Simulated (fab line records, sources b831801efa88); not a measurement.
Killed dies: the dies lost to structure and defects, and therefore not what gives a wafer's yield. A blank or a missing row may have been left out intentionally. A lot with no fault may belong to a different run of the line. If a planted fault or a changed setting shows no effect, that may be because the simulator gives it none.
fab line records + flow sky130
[record]
- lots = 5
- wafers = 15
- last-day = 50
route steps=708 shown POLY_GATE@236 LDD_N@237 LDD_P@255
lots with no fault: from the same line, run without faults
start-h: the number of hours between the record's first day and the start of the first shown wafer of the lot + wait-h: hours elapsed since this lot's preceding step + " same as the row above + L1.1+2: a single row standing in for several wafers + - value missing, or start not given + * or withheld: withheld + < > ~ a bound
route shown NAME@n: a module of which the file shows steps, and the number in the route of the first + usual: mean and standard deviation over wafers with no fault + same: alike in all rows + chamber/n: place in a boat + sites: the reading at each site + _std_site: the values' standard deviation + _edge_site: the outer-site mean with the inner-site mean subtracted + radius-mm: how far each site lies from the wafer's centre + mask NAME#n: copy n + behind: tool/chamber where the wafer was last shaped + hold: why the lot went on hold/how many hours it stayed there/how the hold came to an end + device: the transistor (n, p or np) that didn't switch + end of line: tests of these same wafers at the route's end + a step given without rows: its recipe and nothing more + killed: dies lost to structure and defects at the first sort, not the wafer's yield + map: a wafer's dies, x killed, . not, _ none there
set.NAME: the run value of the setting; set.NAME@STEP: its run value at that earlier step + model.NAME: the simulator's own value behind a step, which no gauge read
certain route steps with their lots: each step a table, each wafer a row
services: the hour from which a tool's chamber was out of use, counted from the record's first day as start-h (under 0 if before that day), plus the number of hours and why
[[steps]]
[step SKY_POLY_GATE_CD_MEAS_22]
[usual]
- cd-nm = 151.0/2.7
| lot.wafer | tool      | chamber | start-h | wait-h | cd-nm |
|-----------|-----------|---------|---------|--------|-------|
| L079.2    | cd-sem-01 | -       | 421.19  | 0.1    | 146.6 |
| L079.4    | "         | -       | "       | "      | 147.6 |
| L079.5    | "         | -       | "       | "      | 149.3 |
| L083.3    | cd-sem-01 | -       | 468.40  | 0.1    | 149.1 |
| L083.4    | "         | -       | "       | "      | 151.8 |
| L083.6    | "         | -       | "       | "      | 147.2 |
| L088.2    | cd-sem-01 | -       | 507.90  | 0.1    | 155.8 |
| L088.5    | "         | -       | "       | "      | 152.1 |
| L088.6    | "         | -       | "       | "      | 147.7 |
| L094.1    | cd-sem-02 | -       | 547.69  | 0.1    | 152.6 |
| L094.2    | "         | -       | "       | "      | 148.2 |
| L094.5    | "         | -       | "       | "      | 149.3 |
| L095.1    | cd-sem-01 | -       | 559.27  | 0.1    | 151.4 |
| L095.4    | "         | -       | "       | "      | 153.8 |
| L095.5    | "         | -       | "       | "      | 152.4 |
[step SKY_LDD_N_DEHYDRATE_00]
[recipe]
- temp-c = 200
- time-s = 60
[usual]
- heater-power-total-W = 160.38/0.13
| lot.wafer | tool           | chamber | start-h | wait-h | heater-power-total-W |
|-----------|----------------|---------|---------|--------|----------------------|
| L079.2    | litho-track-03 | 0       | 436.11  | 14.9   | 160.47               |
| L079.4    | "              | 0       | "       | "      | 160.45               |
| L079.5    | "              | 0       | "       | "      | 160.27               |
| L083.3    | litho-track-02 | 0       | 483.22  | 14.8   | 160.30               |
| L083.4    | "              | 0       | "       | "      | 160.33               |
| L083.6    | "              | 0       | "       | "      | 160.46               |
| L088.2    | litho-track-03 | 0       | 522.96  | 15.0   | 160.38               |
| L088.5    | "              | 0       | "       | "      | 160.20               |
| L088.6    | "              | 0       | "       | "      | 160.58               |
| L094.1    | litho-track-02 | 0       | 562.07  | 14.4   | 160.25               |
| L094.2    | "              | 0       | "       | "      | 160.30               |
| L094.5    | "              | 0       | "       | "      | 160.20               |
| L095.1    | litho-track-02 | 0       | 573.67  | 14.4   | 160.31               |
| L095.4    | "              | 0       | "       | "      | 160.56               |
| L095.5    | "              | 0       | "       | "      | 160.37               |
[step SKY_LDD_N_HMDS_01]
[recipe]
- prime-time-s = 60
- prime-temp-c = 120
| lot.wafer  | tool           | chamber | start-h | wait-h |
|------------|----------------|---------|---------|--------|
| L079.2+4+5 | litho-track-03 | 0       | 436.26  | 0.1    |
| L083.3+4+6 | litho-track-02 | 0       | 483.37  | 0.1    |
| L088.2+5+6 | litho-track-03 | 0       | 523.11  | 0.1    |
| L094.1+2+5 | litho-track-02 | 0       | 562.22  | 0.1    |
| L095.1+4+5 | litho-track-02 | 0       | 573.82  | 0.1    |
[step SKY_LDD_N_COAT_02]
[recipe]
- resist = NOVOLAK
- spin-rpm = 3000
- resist-thk-nm = 300
| lot.wafer  | tool           | chamber | start-h | wait-h |
|------------|----------------|---------|---------|--------|
| L079.2+4+5 | litho-track-03 | 0       | 436.41  | 0.1    |
| L083.3+4+6 | litho-track-02 | 0       | 483.52  | 0.1    |
| L088.2+5+6 | litho-track-03 | 0       | 523.26  | 0.1    |
| L094.1+2+5 | litho-track-02 | 0       | 562.37  | 0.1    |
| L095.1+4+5 | litho-track-02 | 0       | 573.97  | 0.1    |
[step SKY_LDD_N_SOFTBAKE_03]
[recipe]
- temp-c = 90
- time-s = 60
- resist = NOVOLAK
[usual]
- heater-power-total-W = 56.59/0.046
| lot.wafer | tool           | chamber | start-h | wait-h | heater-power-total-W |
|-----------|----------------|---------|---------|--------|----------------------|
| L079.2    | litho-track-03 | 0       | 436.56  | 0.1    | 56.63                |
| L079.4    | "              | 0       | "       | "      | 56.66                |
| L079.5    | "              | 0       | "       | "      | 56.61                |
| L083.3    | litho-track-02 | 0       | 483.67  | 0.1    | 56.57                |
| L083.4    | "              | 0       | "       | "      | 56.59                |
| L083.6    | "              | 0       | "       | "      | 56.49                |
| L088.2    | litho-track-03 | 0       | 523.41  | 0.1    | 56.65                |
| L088.5    | "              | 0       | "       | "      | 56.56                |
| L088.6    | "              | 0       | "       | "      | 56.62                |
| L094.1    | litho-track-02 | 0       | 562.52  | 0.1    | 56.61                |
| L094.2    | "              | 0       | "       | "      | 56.58                |
| L094.5    | "              | 0       | "       | "      | 56.57                |
| L095.1    | litho-track-02 | 0       | 574.12  | 0.1    | 56.57                |
| L095.4    | "              | 0       | "       | "      | 56.49                |
| L095.5    | "              | 0       | "       | "      | 56.57                |
[step SKY_LDD_N_EXPOSE_04]
[recipe]
- mask-id = NTM
- target-cd-nm = 840
- na = 0.6
- source-shape = conventional
- sigma-outer = 0.6
- dose-mj = 110
| lot.wafer  | tool             | chamber | start-h | wait-h | mask  |
|------------|------------------|---------|---------|--------|-------|
| L079.2+4+5 | iline-stepper-02 | 0       | -       | -      | NTM#0 |
| L083.3+4+6 | iline-stepper-01 | 0       | -       | -      | NTM#0 |
| L088.2+5+6 | iline-stepper-02 | 0       | -       | -      | NTM#0 |
| L094.1+2+5 | iline-stepper-02 | 0       | -       | -      | NTM#0 |
| L095.1+4+5 | iline-stepper-01 | 0       | -       | -      | NTM#0 |
[step SKY_LDD_N_PEB_05]
[recipe]
- temp-c = withheld
- time-s = *
- resist = NOVOLAK
| lot.wafer  | tool           | chamber | start-h | wait-h |
|------------|----------------|---------|---------|--------|
| L079.2+4+5 | litho-track-04 | 0       | -       | -      |
| L083.3+4+6 | litho-track-04 | 0       | -       | -      |
| L088.2+5+6 | litho-track-02 | 0       | -       | -      |
| L094.1+2+5 | litho-track-03 | 0       | -       | -      |
| L095.1+4+5 | litho-track-02 | 0       | -       | -      |
[step SKY_LDD_N_DEVELOP_06]
[recipe]
- develop-time-s = 60
- dev-temp-c = 23
| lot.wafer  | tool           | chamber | start-h | wait-h |
|------------|----------------|---------|---------|--------|
| L079.2+4+5 | litho-track-04 | 0       | 452.11  | 0.1    |
| L083.3+4+6 | litho-track-04 | 0       | 499.09  | 0.1    |
| L088.2+5+6 | litho-track-02 | 0       | 538.19  | 0.1    |
| L094.1+2+5 | litho-track-03 | 0       | 577.13  | 0.1    |
| L095.1+4+5 | litho-track-02 | 0       | 589.27  | 0.1    |
[step SKY_LDD_N_OVL_MEAS_07]
[usual]
- LDD_N_OVL = 1.6/1.5
| lot.wafer | tool       | chamber | start-h | wait-h | LDD_N_OVL[nm] |
|-----------|------------|---------|---------|--------|---------------|
| L079.2    | overlay-02 | -       | 452.24  | 0.1    | 0.7           |
| L079.4    | "          | -       | "       | "      | -2.2          |
| L079.5    | "          | -       | "       | "      | 0.3           |
| L083.3    | overlay-02 | -       | 499.20  | 0.1    | 0.3           |
| L083.4    | "          | -       | "       | "      | 0.3           |
| L083.6    | "          | -       | "       | "      | 0.1           |
| L088.2    | overlay-01 | -       | 538.32  | 0.1    | -0.8          |
| L088.5    | "          | -       | "       | "      | -0.8          |
| L088.6    | "          | -       | "       | "      | -0.8          |
| L094.1    | overlay-01 | -       | 577.28  | 0.1    | -1.4          |
| L094.2    | "          | -       | "       | "      | -1.3          |
| L094.5    | "          | -       | "       | "      | -1.9          |
| L095.1    | overlay-02 | -       | 589.42  | 0.1    | 5.1           |
| L095.4    | "          | -       | "       | "      | 2.7           |
| L095.5    | "          | -       | "       | "      | 3.0           |
[step SKY_LDD_N_IMPLANT_08]
[recipe]
- species = As
- energy-kev = 20
- dose-cm2 = 7.5e+13
- tilt-deg = withheld
- rotation-deg = 23
| lot.wafer  | tool         | chamber | start-h | wait-h |
|------------|--------------|---------|---------|--------|
| L079.2+4+5 | implanter-01 | 0       | 452.30  | 0.0    |
| L083.3+4+6 | implanter-03 | 0       | 499.27  | 0.1    |
| L088.2+5+6 | implanter-01 | 0       | 538.38  | 0.0    |
| L094.1+2+5 | implanter-03 | 0       | 577.32  | 0.0    |
| L095.1+4+5 | implanter-01 | 0       | 589.45  | 0.0    |
[step SKY_LDD_N_IMPLANT_09]
[recipe]
- species = As
- energy-kev = 20
- dose-cm2 = 7.5e+13
- tilt-deg = withheld
- rotation-deg = 113
| lot.wafer  | tool         | chamber | start-h | wait-h |
|------------|--------------|---------|---------|--------|
| L079.2+4+5 | implanter-01 | 0       | 452.45  | 0.1    |
| L083.3+4+6 | implanter-03 | 0       | 499.42  | 0.1    |
| L088.2+5+6 | implanter-01 | 0       | 538.53  | 0.1    |
| L094.1+2+5 | implanter-03 | 0       | 577.47  | 0.1    |
| L095.1+4+5 | implanter-01 | 0       | 589.60  | 0.1    |
[step SKY_LDD_N_IMPLANT_10]
[recipe]
- species = As
- energy-kev = 20
- dose-cm2 = 7.5e+13
- tilt-deg = withheld
- rotation-deg = 203
| lot.wafer  | tool         | chamber | start-h | wait-h |
|------------|--------------|---------|---------|--------|
| L079.2+4+5 | implanter-01 | 0       | 452.60  | 0.1    |
| L083.3+4+6 | implanter-03 | 0       | 499.57  | 0.1    |
| L088.2+5+6 | implanter-01 | 0       | 538.68  | 0.1    |
| L094.1+2+5 | implanter-03 | 0       | 577.62  | 0.1    |
| L095.1+4+5 | implanter-01 | 0       | 589.75  | 0.1    |
[step SKY_LDD_N_IMPLANT_11]
[recipe]
- species = As
- energy-kev = 20
- dose-cm2 = 7.5e+13
- tilt-deg = withheld
- rotation-deg = 293
| lot.wafer  | tool         | chamber | start-h | wait-h |
|------------|--------------|---------|---------|--------|
| L079.2+4+5 | implanter-01 | 0       | 452.75  | 0.1    |
| L083.3+4+6 | implanter-03 | 0       | 499.72  | 0.1    |
| L088.2+5+6 | implanter-01 | 0       | 538.83  | 0.1    |
| L094.1+2+5 | implanter-03 | 0       | 577.77  | 0.1    |
| L095.1+4+5 | implanter-01 | 0       | 589.90  | 0.1    |
[step SKY_LDD_N_IMPLANT_12]
[recipe]
- species = BF2
- energy-kev = 50
- dose-cm2 = 5e+12
- tilt-deg = 30
- rotation-deg = 0
| lot.wafer  | tool         | chamber | start-h | wait-h |
|------------|--------------|---------|---------|--------|
| L079.2+4+5 | implanter-01 | 0       | 452.90  | 0.1    |
| L083.3+4+6 | implanter-03 | 0       | 499.87  | 0.1    |
| L088.2+5+6 | implanter-01 | 0       | 538.98  | 0.1    |
| L094.1+2+5 | implanter-03 | 0       | 577.92  | 0.1    |
| L095.1+4+5 | implanter-01 | 0       | 590.05  | 0.1    |
[step SKY_LDD_N_IMPLANT_13]
[recipe]
- species = BF2
- energy-kev = 50
- dose-cm2 = 5e+12
- tilt-deg = 30
- rotation-deg = 90
| lot.wafer  | tool         | chamber | start-h | wait-h |
|------------|--------------|---------|---------|--------|
| L079.2+4+5 | implanter-01 | 0       | 453.05  | 0.1    |
| L083.3+4+6 | implanter-03 | 0       | 500.02  | 0.1    |
| L088.2+5+6 | implanter-01 | 0       | 539.13  | 0.1    |
| L094.1+2+5 | implanter-03 | 0       | 578.07  | 0.1    |
| L095.1+4+5 | implanter-01 | 0       | 590.20  | 0.1    |
[step SKY_LDD_N_IMPLANT_14]
[recipe]
- species = BF2
- energy-kev = 50
- dose-cm2 = 5e+12
- tilt-deg = 30
- rotation-deg = 180
| lot.wafer  | tool         | chamber | start-h | wait-h |
|------------|--------------|---------|---------|--------|
| L079.2+4+5 | implanter-01 | 0       | 453.20  | 0.1    |
| L083.3+4+6 | implanter-03 | 0       | 500.17  | 0.1    |
| L088.2+5+6 | implanter-01 | 0       | 539.28  | 0.1    |
| L094.1+2+5 | implanter-03 | 0       | 578.22  | 0.1    |
| L095.1+4+5 | implanter-01 | 0       | 590.35  | 0.1    |
[step SKY_LDD_N_IMPLANT_15]
[recipe]
- species = BF2
- energy-kev = 50
- dose-cm2 = 5e+12
- tilt-deg = 30
- rotation-deg = 270
| lot.wafer  | tool         | chamber | start-h | wait-h |
|------------|--------------|---------|---------|--------|
| L079.2+4+5 | implanter-01 | 0       | 453.35  | 0.1    |
| L083.3+4+6 | implanter-03 | 0       | 500.32  | 0.1    |
| L088.2+5+6 | implanter-01 | 0       | 539.43  | 0.1    |
| L094.1+2+5 | implanter-03 | 0       | 578.37  | 0.1    |
| L095.1+4+5 | implanter-01 | 0       | 590.50  | 0.1    |
[step SKY_LDD_N_STRIP_16]
[recipe]
- chemistry = O2/N2
- power-w = 1400
- pressure-mtorr = 1500
- platen-temp-c = withheld
- o2-flow-sccm = 3000
- n2-flow-sccm = 300
- overash-fraction = 0.5
[usual]
- drypump-motor-current-A = 5.6/0.34
- o2-flow-sccm = 3000/9.2
- oes-product-au = 0.406/0.0043
- strip-time-to-endpoint-s = 4.317/0.018
[same]
- overash-fraction = 0.5
| lot.wafer | tool            | chamber | start-h | wait-h | drypump-motor-current-A | o2-flow-sccm | oes-product-au | rf-hours-counter-h | strip-time-to-endpoint-s |
|-----------|-----------------|---------|---------|--------|-------------------------|--------------|----------------|--------------------|--------------------------|
| L079.2    | plasma-asher-01 | 1       | 453.47  | 0.1    | 5.2                     | 3002         | 0.412          | 2                  | 4.311                    |
| L079.4    | "               | 1       | "       | "      | 5.2                     | 3009         | 0.400          | -                  | 4.334                    |
| L079.5    | "               | 0       | "       | "      | 5.6                     | 3001         | 0.410          | -                  | 4.318                    |
| L083.3    | plasma-asher-03 | 0       | 500.46  | 0.1    | 5.7                     | 2997         | 0.402          | -                  | 4.287                    |
| L083.4    | "               | 1       | "       | "      | 6.1                     | 3017         | 0.405          | -                  | 4.313                    |
| L083.6    | "               | 0       | "       | "      | 5.7                     | 3010         | 0.406          | -                  | 4.311                    |
| L088.2    | plasma-asher-03 | 1       | 539.55  | 0.1    | 6.1                     | 2992         | 0.410          | 41                 | 4.333                    |
| L088.5    | "               | 0       | "       | "      | 5.7                     | 3018         | 0.403          | -                  | 4.301                    |
| L088.6    | "               | 1       | "       | "      | 6.1                     | 2997         | 0.405          | -                  | 4.338                    |
| L094.1    | plasma-asher-04 | 0       | 578.52  | 0.1    | 5.1                     | 2994         | 0.414          | 78                 | 4.319                    |
| L094.2    | "               | 1       | "       | "      | 5.7                     | 2977         | 0.406          | 78                 | 4.291                    |
| L094.5    | "               | 0       | "       | "      | 5.1                     | 2995         | 0.404          | -                  | 4.314                    |
| L095.1    | plasma-asher-01 | 0       | 590.65  | 0.1    | 5.6                     | 3021         | 0.401          | 15                 | 4.312                    |
| L095.4    | "               | 0       | "       | "      | 5.6                     | 3013         | 0.404          | -                  | 4.312                    |
| L095.5    | "               | 1       | "       | "      | 5.2                     | 2989         | 0.406          | -                  | 4.333                    |
[step SKY_LDD_N_TW_MEAS_17]
[usual]
- LDD_N_TW = 2597/25
| lot.wafer | tool          | chamber | start-h | wait-h | LDD_N_TW |
|-----------|---------------|---------|---------|--------|----------|
| L079.2    | film-metro-04 | -       | 453.58  | 0.1    | 2597     |
| L079.4    | "             | -       | "       | "      | 2600     |
| L079.5    | "             | -       | "       | "      | 2585     |
| L083.3    | film-metro-02 | -       | 500.54  | 0.1    | 2624     |
| L083.4    | "             | -       | "       | "      | 2632     |
| L083.6    | "             | -       | "       | "      | 2609     |
| L088.2    | film-metro-01 | -       | 539.66  | 0.1    | 2569     |
| L088.5    | "             | -       | "       | "      | 2570     |
| L088.6    | "             | -       | "       | "      | 2560     |
| L094.1    | film-metro-02 | -       | 578.62  | 0.1    | 2617     |
| L094.2    | "             | -       | "       | "      | 2622     |
| L094.5    | "             | -       | "       | "      | 2629     |
| L095.1    | film-metro-02 | -       | 590.75  | 0.1    | 2634     |
| L095.4    | "             | -       | "       | "      | 2612     |
| L095.5    | "             | -       | "       | "      | 2617     |
[step SKY_LDD_P_DEHYDRATE_00]
[recipe]
- temp-c = 200
- time-s = 60
[usual]
- heater-power-total-W = 160.37/0.13
| lot.wafer | tool           | chamber | start-h | wait-h | heater-power-total-W |
|-----------|----------------|---------|---------|--------|----------------------|
| L079.2    | litho-track-02 | 0       | 468.34  | 14.7   | 160.40               |
| L079.4    | "              | 0       | "       | "      | 160.39               |
| L079.5    | "              | 0       | "       | "      | 160.44               |
| L083.3    | litho-track-03 | 0       | 515.33  | 14.8   | 160.26               |
| L083.4    | "              | 0       | "       | "      | 160.40               |
| L083.6    | "              | 0       | "       | "      | 160.27               |
| L088.2    | litho-track-02 | 0       | 554.44  | 14.8   | 160.35               |
| L088.5    | "              | 0       | "       | "      | 160.26               |
| L088.6    | "              | 0       | "       | "      | 160.61               |
| L094.1    | litho-track-02 | 0       | 593.12  | 14.5   | 160.62               |
| L094.2    | "              | 0       | "       | "      | 160.47               |
| L094.5    | "              | 0       | "       | "      | 160.55               |
| L095.1    | litho-track-03 | 0       | 604.68  | 13.9   | 160.19               |
| L095.4    | "              | 0       | "       | "      | 160.13               |
| L095.5    | "              | 0       | "       | "      | 160.23               |
[[services]]
| tool             | chamber | start-h | hours | kind                    |
|------------------|---------|---------|-------|-------------------------|
| iline-stepper-02 | -       | 419.93  | 1.7   | pm                      |
| plasma-asher-01  | -       | 421.25  | 9.0   | pm                      |
| plasma-asher-01  | 0       | 421.25  | 9.0   | vent-cycle              |
| plasma-asher-01  | 1       | 421.25  | 9.0   | vent-cycle              |
| implanter-03     | -       | 428.73  | 1.7   | repair                  |
| implanter-03     | -       | 429.64  | 2.8   | repair                  |
| plasma-asher-01  | 0       | 430.25  | -     | clean                   |
| plasma-asher-01  | 1       | 430.25  | -     | clean                   |
| implanter-03     | -       | 439.08  | 2.6   | repair                  |
| iline-stepper-01 | -       | 456.75  | 6.2   | repair                  |
| plasma-asher-03  | -       | 501.96  | 0.7   | repair                  |
| iline-stepper-02 | -       | 515.26  | 2.1   | pm                      |
| iline-stepper-02 | -       | 517.34  | -     | consumable-replace:lamp |
| plasma-asher-01  | -       | 559.42  | 6.5   | repair                  |
| iline-stepper-01 | -       | 562.31  | 1.7   | pm                      |
[[key]]
fault none
